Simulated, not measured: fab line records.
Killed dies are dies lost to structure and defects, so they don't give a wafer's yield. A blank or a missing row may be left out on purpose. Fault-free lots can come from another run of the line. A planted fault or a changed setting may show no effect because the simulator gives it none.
Chamber matching | flow gf180mcu | pecvd-04 running GF_SAB_CVD_00: 3 sister chambers
The step deposits SiO2 from TEOS, target thk 50 nm, time 5.087 s. 14 wafers are shown with their chamber, then 7 later ones without.

## WAFERS PAIRED WITH THEIR CHAMBERS
wafer  | chamber | heaterPowerOuterW (W) | heaterPowerW (W)
L078.1 | 0       | 465                   | 731
L078.2 | 2       | 469                   | 727
L078.4 | 2       | 469                   | 716
L080.2 | 0       | 367                   | 617
L080.4 | 1       | 313                   | 574
L080.6 | 2       | 453                   | 714
L081.1 | 2       | 469                   | 722
L081.2 | 1       | 279                   | 508
L081.3 | 0       | 425                   | 699
L082.1 | 0       | 438                   | 717
L082.5 | 1       | 359                   | 645
L082.6 | 0       | 436                   | 704
L085.1 | 1       | 345                   | 611
L085.2 | 0       | 429                   | 704

SIGNATURES (averages over the wafers above)
reading           | chamber 0 | chamber 1 | chamber 2 | scatter within a chamber
heaterPowerOuterW | 426.67    | 324.00    | 465.00    | 29
heaterPowerW      | 695.33    | 584.50    | 719.75    | 41
Rule: distance of a wafer from a chamber = root of the sum over the readings of ((wafer's reading minus chamber's mean) / reading's scatter) squared. The wafer belongs to the nearest chamber; if the next one is less than 2 further off, it can't be placed. The scatter is the square root of a quotient: the sum, over the shown wafers, of each reading's squared deviation from its chamber's mean, divided by wafers minus chambers.

## WAFERS WHOSE CHAMBER IS MISSING
wafer  | heaterPowerOuterW (W) | heaterPowerW (W)
L085.3 | 431                   | 677
L087.2 | 299                   | 538
L087.3 | 288                   | 550
L087.5 | 447                   | 709
L095.2 | 462                   | 712
L095.4 | 319                   | 575
L095.6 | 471                   | 724

## WHICH CHAMBER EACH ONE RAN IN
wafer  | from the rows above     | in truth
L085.3 | can't be placed: 0 or 2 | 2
L087.2 | 1                       | 1
L087.3 | 1                       | 1
L087.5 | can't be placed: 2 or 0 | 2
L095.2 | can't be placed: 2 or 0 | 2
L095.4 | 1                       | 1
L095.6 | can't be placed: 2 or 0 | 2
Placed correctly: 3 of 7. Unplaceable from these rows: 4, with the true chamber sitting among the candidates in 4. Wrongly placed: 0.
